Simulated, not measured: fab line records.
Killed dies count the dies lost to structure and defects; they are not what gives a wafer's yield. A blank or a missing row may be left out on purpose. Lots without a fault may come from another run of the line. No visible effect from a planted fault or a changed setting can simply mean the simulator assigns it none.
Problem report in the 8D (eight disciplines) form, filled by code | flow gf180mcu | the parts of the form that need people (team, actions taken, sign-off) are left out

1. PROBLEM STATEMENT
CONTACT_W_RS at GF_CONTACT_RS_MEAS_25 reads a mean of 0.352 ohm/sq on 3 wafers of 2 lots; wafers without a fault read 0.383 ohm/sq with a standard deviation of 0.0043. That is -7.3 standard deviations from the usual mean.
The step: measures by four-point-probe.
The first sign was on wafer L496.5 at day 19 22:35, on filmMetro-02. At this step, 41 wafers from 14 lots have a number in the record. The rule behind "out" and "out of limits": a value lying over 4 standard deviations away from the usual mean. All remaining wafers that have a number are taken as sound.

2. WHAT IT IS; WHAT IT IS NOT
question                    | is                         | is not
which readings at this step | CONTACT_W_RS               | -
which lots                  | L496, L498                 | L489, L490, L491, L492, L493, L494, L495, L506, L508, L509, L510, L511
which wafers of those lots  | L496.5, L498.4, L498.5     | L496.2, L496.3
read on which gauges        | filmMetro-02, filmMetro-03 | filmMetro-04
when                        | from day 19 22:35          | up to then (23 sound wafers); but 15 sound wafers of L506, L508, L509, L510, L511 came after

3. THE SUSPECTS, EACH WITH WHAT RULES IT OUT
Counting: any tool at a process step up to the reading remains a suspect provided it ran every lot that is out. Sound lots after the first of them don't rule it out here, since some wafers of a struck lot are sound.
- the gauge at GF_CONTACT_RS_MEAS_25 has been ruled out. Those wafers that are out were read across 2 gauges (filmMetro-02, filmMetro-03).
- cvdW-01 at GF_CONTACT_CVD_24 (deposits W, target thk 300 nm, time 90.339 s): kept. It ran every lot that is out, first L496 (day 19 22:28); its last sound lot up to then is L494 (day 19 16:28).
Remaining after the count: cvdW-01 at GF_CONTACT_CVD_24.

4. THE CAUSE (what the simulator had put in)
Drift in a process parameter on cvdW-01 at GF_CONTACT_CVD_24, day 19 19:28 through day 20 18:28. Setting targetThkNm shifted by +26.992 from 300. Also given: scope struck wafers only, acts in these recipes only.
This tool alone remained once counting was done.

5. THE CHAIN OF EFFECTS, in route order
Each row: a reading where the mean over the struck wafers with a number is more than 3 standard deviations away from the usual. Only readings for which the record gives a usual standard deviation are gone through. hours: the time from each lot's start at the first step in this table that gives one to its start at this step, as a median over the lots. sigmas: the change in usual standard deviations.
hours | step                   | reading       | usual        | on struck wafers | change | sigmas
0     | GF_CONTACT_RS_MEAS_25  | CONTACT_W_RS  | 0.383 ohm/sq | 0.352            | -0.031 | -7.3
0     | GF_CONTACT_THK_MEAS_26 | CONTACT_W_THK | 301 nm       | 330              | +29    | +7.7
Later measuring or inspecting steps at which every struck wafer that the step has a row for has a number for every such reading, and none has moved that far: GF_V1_OVL_MEAS_15.

6. HOW IT WOULD HAVE BEEN CAUGHT EARLIER
The first out-of-limits reading at a measuring or inspecting step in this record came at day 19 22:35, 3 hours after the fault's start at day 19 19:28.
An alarm limit of 4 standard deviations would not have fired on the tool readings at GF_CONTACT_CVD_24 for which the record gives a usual standard deviation, since none of them was out on any struck wafer.
Among the 2 lots that are out, L498 began GF_CONTACT_CVD_24 on cvdW-01 after day 19 22:35. Holding the tool at that time would have saved it.
